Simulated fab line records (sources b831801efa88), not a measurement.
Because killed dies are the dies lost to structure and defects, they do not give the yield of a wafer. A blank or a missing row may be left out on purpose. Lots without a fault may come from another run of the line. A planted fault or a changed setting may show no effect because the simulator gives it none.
Matching of chambers ; flow sky130 ; SKY_VIA4_CMP_21 on cmp-02: 4 sister chambers
The step polishes, stops on SiO2, t overpolish 25 s, target thk 0 nm. 14 wafers are shown with their chamber, then 7 later ones without.

WAFERS, EACH WITH ITS CHAMBER
wafer;chamber;motor current A (A);overpolish run s (s);time to endpoint s (s)
L559.3;2;9.2;25.004;127
L559.4;3;10.1;25.006;126
L559.5;1;10.2;25.010;129
L561.1;2;9.7;25.005;121
L561.4;1;10.6;24.996;123
L561.5;2;9.3;24.983;123
L566.2;0;10.1;25.018;128
L566.4;3;10.4;25.002;129
L566.6;0;10.4;25.004;127
L570.3;2;9.5;24.984;123
L570.4;1;10.4;24.982;126
L570.5;2;9.2;25.004;123
L571.2;1;10.8;25.011;123
L571.3;3;10.6;25.001;121

SIGNATURES (means of the wafers above)
reading;chamber 0;chamber 1;chamber 2;chamber 3;scatter within a chamber
motor current A;10.250;10.500;9.380;10.367;0.237
overpolish run s;25.01100;24.99975;24.99600;25.00300;0.0109
time to endpoint s;127.50;125.25;123.40;125.33;2.78
Rule: distance of a wafer from a chamber = root of the sum over the readings of ((wafer's reading minus chamber's mean) / reading's scatter) squared. The wafer belongs to the nearest chamber; if the next one is less than 2 further off, it can't be placed. The scatter: take each reading less its chamber's mean, square it, sum over the shown wafers, divide by the number of wafers less the number of chambers, and take the root.

WAFERS WITHOUT THEIR CHAMBER
wafer;motor current A (A);overpolish run s (s);time to endpoint s (s)
L571.5;10.1;24.995;124
L580.4;10.7;25.014;122
L580.5;10.7;24.999;129
L580.6;9.7;25.001;124
L581.1;10.4;24.996;127
L581.3;10.8;25.001;123
L581.4;9.4;25.006;123

WHICH CHAMBER EACH ONE RAN IN
wafer;from the rows above;in truth
L571.5;can't be placed: 3 or 1 or 0 or 2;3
L580.4;can't be placed: 1 or 3 or 0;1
L580.5;can't be placed: 1 or 3 or 0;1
L580.6;can't be placed: 2 or 0 or 3 or 1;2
L581.1;can't be placed: 1 or 3 or 0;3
L581.3;can't be placed: 1 or 3 or 0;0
L581.4;2;2
Correctly placed: 1 of 7. Unplaceable from these rows: 6, with the true chamber sitting among the candidates in 6. Number placed wrongly: 0.
